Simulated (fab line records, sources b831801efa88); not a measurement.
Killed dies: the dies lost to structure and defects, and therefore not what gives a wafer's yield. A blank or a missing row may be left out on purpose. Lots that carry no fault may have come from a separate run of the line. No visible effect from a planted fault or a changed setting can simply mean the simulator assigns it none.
A lot that was struck, set against a sound lot | flow sky130 | 18 out of 708 route steps
Sound: wafers L149.1, L149.3, L149.4. Wafers L160.2, L160.4, L160.6 were the ones struck. The cause comes at the end.
At each step with rows: each side's tool, then ch and its chambers, then its first start. Under that, the readings that differ: sound wafers | struck wafers | difference of the means | sigmas: that difference in standard deviations of wafers without a fault.
alike: readings with means less than 2 such deviations apart, plus words and numbers identical on both sides. not compared: withheld readings, readings lacking a value on some wafer, bounds such as >300 that could conceal the same value, and numbers that have no deviation in the record and whose values overlap.
A row with sigmas, a row that says differs or no value, or rows on one side alone: a step with any of these is where the two part. When numbers do not overlap yet have no deviation, they are printed without sigmas and do not part them. A reading that every wafer of one side lacks parts them only if that side has two wafers or more.

first, 3 steps without rows for these wafers: SKY_VT_ADJUST_NCORE_EXPOSE_04 (exposes mask LVTN COMPLEMENT THIN, target cd 380 nm); SKY_VT_ADJUST_NCORE_PEB_05; SKY_VT_ADJUST_NCORE_DEVELOP_06 (develop time 57.69 s).
SKY_VT_ADJUST_NCORE_CD_MEAS_07: the cd target is 380 nm.
  sound on cd-sem-01, day 8 11:30; struck on cd-sem-01, day 11 20:15
  alike: cd-nm
SKY_VT_ADJUST_NCORE_OVL_MEAS_08:
  sound on overlay-01, day 8 11:37; struck on overlay-01, day 11 20:22
  alike: VT_ADJUST_NCORE_OVL
then, 1 step without rows for these wafers: SKY_VT_ADJUST_NCORE_IMPLANT_09.
SKY_VT_ADJUST_NCORE_STRIP_10: strips in O2/N2.
  sound on plasma-asher-01 ch 0,1, day 8 11:48; struck on plasma-asher-01 ch 0,1, day 11 20:32
  alike: drypump-motor-current-A, oes-product-au, strip-time-to-endpoint-s
  not compared: rf-hours-counter-h
SKY_VT_ADJUST_NCORE_TW_MEAS_11:
  sound on film-metro-02, day 8 11:54; struck on film-metro-02, day 11 20:39
  alike: VT_ADJUST_NCORE_TW
then, 4 steps without rows for these wafers: SKY_VT_ADJUST_HVTR_DEHYDRATE_00 (time 60 s); SKY_VT_ADJUST_HVTR_HMDS_01 (prime time 60 s); SKY_VT_ADJUST_HVTR_COAT_02 (resist thk 1140 nm); SKY_VT_ADJUST_HVTR_SOFTBAKE_03 (time 60 s).
SKY_VT_ADJUST_HVTR_EXPOSE_04: exposes mask HVTRM, target cd 380 nm.
  sound on iline-stepper-02 ch 0, day 8 22:11; struck on iline-stepper-02 ch 0, day 12 09:47
  reading                                | sound                | struck            | difference | sigmas
  model.VT_ADJUST_HVTR.overlay-x-nm (nm) | -2.367 -2.367 -2.367 | 133.8 133.8 133.8 | +136.2     |
  alike: mask
then, 2 steps without rows for these wafers: SKY_VT_ADJUST_HVTR_PEB_05; SKY_VT_ADJUST_HVTR_DEVELOP_06 (develop time 60 s).
SKY_VT_ADJUST_HVTR_CD_MEAS_07: the cd target is 380 nm.
  sound on cd-sem-02, day 9 09:02; struck on cd-sem-02, day 12 21:58
  alike: cd-nm
SKY_VT_ADJUST_HVTR_OVL_MEAS_08:
  sound on overlay-01, day 9 09:10; struck on overlay-02, day 12 22:16
  reading                 | sound          | struck            | difference | sigmas
  VT_ADJUST_HVTR_OVL (nm) | -2.5 -0.9 -1.4 | 131.5 131.7 132.0 | +133.3     | +99 or more
  not compared: hold
SKY_PAD_OPEN_PROBE_99:
  rows exist in the record for the sound wafers here (prober-01, day 45 08:04), none for the struck ones

## WHERE THEY PART
Earliest at SKY_VT_ADJUST_HVTR_OVL_MEAS_08; latest, in this record, at SKY_PAD_OPEN_PROBE_99.

WHY: what had been put in by the simulator
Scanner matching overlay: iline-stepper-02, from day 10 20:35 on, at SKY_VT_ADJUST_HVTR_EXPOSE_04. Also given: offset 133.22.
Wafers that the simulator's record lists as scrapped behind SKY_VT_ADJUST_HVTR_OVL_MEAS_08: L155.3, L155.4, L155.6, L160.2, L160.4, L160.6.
